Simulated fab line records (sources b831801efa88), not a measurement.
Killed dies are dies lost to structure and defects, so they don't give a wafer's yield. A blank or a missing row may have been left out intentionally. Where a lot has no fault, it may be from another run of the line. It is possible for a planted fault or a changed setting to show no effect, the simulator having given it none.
Matching of chambers :: flow gf180mcu :: GF_PASSIVATION_ETCH_11 on rie diel-02 has 4 sister chambers
The step etches the open film in CF4/O2, stops on TiN, target depth 2040 nm, time 453.3 s. 30 wafers are shown with their chamber, then 12 later ones without.

== EACH WAFER AND ITS CHAMBER ==
wafer: L075.1
chamber: 3
drypump motor current A (A): 5.0
oes product au (a.u.): 0.988
throttle valve pct (%): 5.951

wafer: L075.2
chamber: 1
drypump motor current A (A): 6.3
oes product au (a.u.): 0.991
throttle valve pct (%): 5.958

wafer: L075.6
chamber: 3
drypump motor current A (A): 5.0
oes product au (a.u.): 0.985
throttle valve pct (%): 5.970

wafer: L078.1
chamber: 2
drypump motor current A (A): 6.7
oes product au (a.u.): 0.991
throttle valve pct (%): 5.971

wafer: L078.2
chamber: 3
drypump motor current A (A): 5.0
oes product au (a.u.): 0.981
throttle valve pct (%): 5.971

wafer: L078.3
chamber: 1
drypump motor current A (A): 6.4
oes product au (a.u.): 0.990
throttle valve pct (%): 5.960

wafer: L079.2
chamber: 1
drypump motor current A (A): 6.3
oes product au (a.u.): 0.996
throttle valve pct (%): 5.971

wafer: L079.4
chamber: 0
drypump motor current A (A): 5.6
oes product au (a.u.): 0.987
throttle valve pct (%): 5.957

wafer: L079.5
chamber: 2
drypump motor current A (A): 6.7
oes product au (a.u.): 0.995
throttle valve pct (%): 5.970

wafer: L082.2
chamber: 0
drypump motor current A (A): 5.6
oes product au (a.u.): 0.982
throttle valve pct (%): 5.973

wafer: L082.4
chamber: 1
drypump motor current A (A): 6.4
oes product au (a.u.): 0.987
throttle valve pct (%): 5.962

wafer: L082.5
chamber: 2
drypump motor current A (A): 6.8
oes product au (a.u.): 0.990
throttle valve pct (%): 5.982

wafer: L083.2
chamber: 0
drypump motor current A (A): 5.6
oes product au (a.u.): 0.986
throttle valve pct (%): 5.962

wafer: L083.3
chamber: 3
drypump motor current A (A): 5.0
oes product au (a.u.): 0.980
throttle valve pct (%): 5.958

wafer: L083.4
chamber: 2
drypump motor current A (A): 6.7
oes product au (a.u.): 0.991
throttle valve pct (%): 5.978

wafer: L084.1
chamber: 1
drypump motor current A (A): 6.4
oes product au (a.u.): 0.982
throttle valve pct (%): 5.967

wafer: L084.2
chamber: 0
drypump motor current A (A): 5.6
oes product au (a.u.): 0.983
throttle valve pct (%): 5.964

wafer: L084.4
chamber: 2
drypump motor current A (A): 6.8
oes product au (a.u.): 0.985
throttle valve pct (%): 5.988

wafer: L085.2
chamber: 2
drypump motor current A (A): 6.7
oes product au (a.u.): 0.990
throttle valve pct (%): 5.978

wafer: L085.3
chamber: 1
drypump motor current A (A): 6.3
oes product au (a.u.): 0.988
throttle valve pct (%): 5.956

wafer: L085.5
chamber: 0
drypump motor current A (A): 5.6
oes product au (a.u.): 0.990
throttle valve pct (%): 5.962

wafer: L087.3
chamber: 2
drypump motor current A (A): 6.7
oes product au (a.u.): 0.992
throttle valve pct (%): 5.966

wafer: L087.4
chamber: 1
drypump motor current A (A): 6.3
oes product au (a.u.): 0.994
throttle valve pct (%): 5.972

wafer: L087.6
chamber: 2
drypump motor current A (A): 6.8
oes product au (a.u.): 0.990
throttle valve pct (%): 5.978

wafer: L091.2
chamber: 2
drypump motor current A (A): 6.7
oes product au (a.u.): 0.997
throttle valve pct (%): 5.974

wafer: L091.3
chamber: 1
drypump motor current A (A): 6.3
oes product au (a.u.): 0.986
throttle valve pct (%): 5.981

wafer: L091.6
chamber: 1
drypump motor current A (A): 6.3
oes product au (a.u.): 1.002
throttle valve pct (%): 5.973

wafer: L092.2
chamber: 2
drypump motor current A (A): 6.7
oes product au (a.u.): 1.002
throttle valve pct (%): 5.967

wafer: L092.5
chamber: 2
drypump motor current A (A): 6.7
oes product au (a.u.): 0.990
throttle valve pct (%): 5.976

wafer: L092.6
chamber: 1
drypump motor current A (A): 6.4
oes product au (a.u.): 0.988
throttle valve pct (%): 5.964

SIGNATURES (averages over the wafers above)
reading: drypump motor current A
chamber 0: 5.600
chamber 1: 6.340
chamber 2: 6.727
chamber 3: 5.000
scatter within a chamber: 0.042

reading: oes product au
chamber 0: 0.98560
chamber 1: 0.99040
chamber 2: 0.99209
chamber 3: 0.98350
scatter within a chamber: 0.0047

reading: throttle valve pct
chamber 0: 5.96360
chamber 1: 5.96640
chamber 2: 5.97527
chamber 3: 5.96250
scatter within a chamber: 0.00735
Rule: for each reading, subtract the chamber's mean from the wafer's reading, divide by that reading's scatter and square the result; add these up over the readings and take the root, which gives the wafer's distance from the chamber. The wafer belongs to the nearest chamber; if the next one is less than 2 further off, it can't be placed. How the scatter is found: for the shown wafers, subtract from each reading the mean of its chamber, square and add these, divide the total by (wafers less chambers), then take the root.

== WAFERS MISSING THEIR CHAMBER ==
wafer: L093.2
drypump motor current A (A): 6.3
oes product au (a.u.): 0.997
throttle valve pct (%): 5.967

wafer: L093.3
drypump motor current A (A): 6.8
oes product au (a.u.): 0.988
throttle valve pct (%): 5.981

wafer: L093.4
drypump motor current A (A): 5.6
oes product au (a.u.): 0.996
throttle valve pct (%): 5.974

wafer: L094.4
drypump motor current A (A): 6.8
oes product au (a.u.): 0.995
throttle valve pct (%): 5.968

wafer: L094.5
drypump motor current A (A): 6.3
oes product au (a.u.): 0.990
throttle valve pct (%): 5.959

wafer: L094.6
drypump motor current A (A): 6.8
oes product au (a.u.): 0.991
throttle valve pct (%): 5.968

wafer: L095.1
drypump motor current A (A): 6.3
oes product au (a.u.): 0.998
throttle valve pct (%): 5.951

wafer: L095.5
drypump motor current A (A): 6.7
oes product au (a.u.): 0.982
throttle valve pct (%): 5.964

wafer: L095.6
drypump motor current A (A): 6.4
oes product au (a.u.): 0.992
throttle valve pct (%): 5.952

wafer: L096.2
drypump motor current A (A): 6.7
oes product au (a.u.): 0.991
throttle valve pct (%): 5.976

wafer: L096.3
drypump motor current A (A): 5.6
oes product au (a.u.): 0.998
throttle valve pct (%): 5.974

wafer: L096.5
drypump motor current A (A): 6.7
oes product au (a.u.): 0.988
throttle valve pct (%): 5.974

== WHICH CHAMBER EACH WENT THROUGH ==
wafer: L093.2
from the rows above: 1
in truth: 1

wafer: L093.3
from the rows above: 2
in truth: 2

wafer: L093.4
from the rows above: 0
in truth: 0

wafer: L094.4
from the rows above: 2
in truth: 2

wafer: L094.5
from the rows above: 1
in truth: 1

wafer: L094.6
from the rows above: 2
in truth: 2

wafer: L095.1
from the rows above: 1
in truth: 1

wafer: L095.5
from the rows above: 2
in truth: 2

wafer: L095.6
from the rows above: 1
in truth: 1

wafer: L096.2
from the rows above: 2
in truth: 2

wafer: L096.3
from the rows above: 0
in truth: 0

wafer: L096.5
from the rows above: 2
in truth: 2
Correctly placed: 12 of 12. Can't be placed from these rows: 0. Placed wrongly: 0.
